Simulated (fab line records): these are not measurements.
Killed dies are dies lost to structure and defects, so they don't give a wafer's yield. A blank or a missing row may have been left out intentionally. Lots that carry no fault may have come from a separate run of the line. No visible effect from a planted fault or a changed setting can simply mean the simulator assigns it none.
Chamber matching | flow gf180mcu | GF_V4_CMP_04 on cmp-02: 4 sister chambers
The step polishes SiO2. 4 wafers are shown with their chamber, then 11 later ones without.

WAFERS, EACH WITH ITS CHAMBER
wafer  | chamber | motor-current-A (A)
L088.2 | 2       | 11.0
L088.5 | 1       | 13.8
L088.6 | 0       | 9.5
L090.1 | 3       | 13.9

WAFERS WHOSE CHAMBER IS MISSING
wafer  | motor-current-A (A)
L090.3 | 9.5
L090.6 | 9.5
L091.2 | 13.7
L091.3 | 9.4
L091.6 | 10.5
L095.1 | 14.2
L095.3 | 11.6
L095.5 | 9.8
L096.2 | 13.2
L096.4 | 10.5
L096.5 | 15.2

CHAMBER TAKEN BY EACH
wafer  | from the rows above     | in truth
L090.3 | 0                       | 0
L090.6 | 0                       | 0
L091.2 | can't be placed: 1 or 3 | 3
L091.3 | 0                       | 0
L091.6 | can't be placed: 2 or 0 | 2
L095.1 | can't be placed: 3 or 1 | 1
L095.3 | 2                       | 2
L095.5 | can't be placed: 0 or 2 | 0
L096.2 | can't be placed: 1 or 3 | 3
L096.4 | can't be placed: 2 or 0 | 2
L096.5 | can't be placed: 3 or 1 | 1
Correctly placed: 4 of 11. From these rows, 7 cannot be placed; in 7 the true chamber is one of the candidates. Placed wrongly: 0.
How it was worked out, from the rows above alone: a wafer's distance from a chamber is the root of the sum, over the readings, of the square of ((its reading less the chamber's mean) divided by the reading's scatter). If the next closest chamber is less than 2 further off than the closest, the wafer can't be placed; otherwise it belongs to the closest. A chamber's mean is the mean of its shown wafers. The scatter: with one shown wafer a chamber, the root of the mean of the squares of how far each hidden wafer lies from its nearest shown one.
